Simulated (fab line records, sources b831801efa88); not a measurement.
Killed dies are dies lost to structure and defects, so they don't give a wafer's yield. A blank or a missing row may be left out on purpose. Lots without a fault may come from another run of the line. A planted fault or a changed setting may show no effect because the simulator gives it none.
Chamber matching | flow gf180mcu | GF_V2_CVD_02 on pecvd-03: 3 sister chambers
The step deposits SiO2 from TEOS, target thk 850 nm, time 94.851 s. 3 wafers are shown with their chamber, then 8 later ones without.

WAFERS WITH THEIR CHAMBER
wafer  | chamber | heater_power_w (W)
L085.5 | 1       | 737
L088.2 | 0       | 625
L089.2 | 2       | 674

WAFERS WITHOUT THEIR CHAMBER
wafer  | heater_power_w (W)
L089.3 | 832
L089.4 | 639
L094.1 | 651
L094.2 | 889
L094.3 | 597
L097.2 | 890
L097.5 | 900
L097.6 | 668

WHICH CHAMBER EACH WENT THROUGH
wafer  | from the rows above          | in truth
L089.3 | can't be placed: 1 or 2 or 0 | 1
L089.4 | can't be placed: 0 or 2 or 1 | 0
L094.1 | can't be placed: 2 or 0 or 1 | 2
L094.2 | can't be placed: 1 or 2 or 0 | 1
L094.3 | can't be placed: 0 or 2 or 1 | 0
L097.2 | can't be placed: 1 or 2 or 0 | 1
L097.5 | can't be placed: 1 or 2 or 0 | 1
L097.6 | can't be placed: 2 or 0 or 1 | 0
Placed correctly: 0 of 8. Can't be placed from these rows: 8 (the true chamber is among the candidates in 8). Placed wrongly: 0.
How it was worked out, from the rows above alone: a wafer's distance from a chamber is the root of the sum, over the readings, of the square of ((its reading less the chamber's mean) divided by the reading's scatter). The wafer belongs to the nearest chamber; if the next one is less than 2 further off, it can't be placed. A chamber's mean is the mean of its shown wafers. The scatter: with one shown wafer a chamber, the root of the mean of the squares of how far each hidden wafer lies from its nearest shown one.
